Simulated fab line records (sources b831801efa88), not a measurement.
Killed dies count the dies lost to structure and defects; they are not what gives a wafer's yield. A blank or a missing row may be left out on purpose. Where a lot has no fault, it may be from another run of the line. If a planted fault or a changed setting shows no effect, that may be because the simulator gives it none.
The tool behind it: which one?    flow sky130    33 wafers from 11 lots sampled at 2 of the route's 708 steps

== WHAT THE GAUGES READ, wafer by wafer ==
SKY_LDD_N_OVL_MEAS_07.
lot   measured      on          LDD_N_OVL (nm)
L938  day 17 23:02  overlay-02  -1.4 -1.2 -1.9
L940  day 19 07:58  overlay-01  0.0 0.5 -2.7
L941  day 19 14:12  overlay-02  0.7 1.0 -0.6
L942  day 19 14:38  overlay-01  -3.6 -1.3 -2.9
L943  day 20 10:11  overlay-01  -2.7 -0.8 -1.3
L944  day 21 08:29  overlay-01  -0.5 0.2 -0.9
L946  day 21 12:40  overlay-01  -1.3 -1.2 0.2
L945  day 21 12:58  overlay-02  -1.1 -1.1 -0.6
L947  day 21 18:11  overlay-01  -2.8 -3.4 -2.9
L956  day 24 15:37  overlay-01  - - -
L957  day 24 23:11  overlay-02  - - -

== WHAT TOOL EACH LOT RAN ON (gives the tool, then ch and the chambers of the sampled wafers, and finally the start) ==
lot   SKY_LDD_N_COAT_02
L938  lithoTrack-04 ch 0, day 17 09:29
L940  lithoTrack-04 ch 0, day 18 17:46
L941  lithoTrack-04 ch 0, day 18 23:08
L942  lithoTrack-02 ch 0, day 18 23:06
L943  lithoTrack-01 ch 0, day 19 19:24
L944  lithoTrack-01 ch 0, day 20 15:57
L946  lithoTrack-02 ch 0, day 20 20:34
L945  lithoTrack-01 ch 0, day 20 21:08
L947  lithoTrack-02 ch 0, day 21 02:54
L956  lithoTrack-01, day 24 02:05
L957  lithoTrack-02, day 24 08:04
- SKY_LDD_N_COAT_02: resist thk 300 nm.

== THE ANSWER, worked out from the rows above alone ==
Rule: the usual values come from the lots themselves. Put in order of their means at a reading, lots are off if they are a third of the lots or fewer, leave a main group of 4 or more, and stand apart from it by a gap of 3 or more times the standard deviation of the main group's means; of several such gaps the widest counts. Not used: any main group whose means are identical at the precision the tables above print for the reading. A lot without any number at a reading at which 4 lots or more have one is off too. All remaining lots with rows at the step are treated as sound.
Off: L956, L957, at SKY_LDD_N_OVL_MEAS_07 (LDD_N_OVL). Without a number there: L956, L957. Main group: mean -1.2 nm, sd 1.
If a tool, at a process step before that reading, ran all the lots that are off and no sound lot after the first of them, it fits. Gauges at SKY_LDD_N_OVL_MEAS_07: tried the same way as those tools. Of those tried, none fits.

== WHAT THE SIMULATOR PUT IN ==
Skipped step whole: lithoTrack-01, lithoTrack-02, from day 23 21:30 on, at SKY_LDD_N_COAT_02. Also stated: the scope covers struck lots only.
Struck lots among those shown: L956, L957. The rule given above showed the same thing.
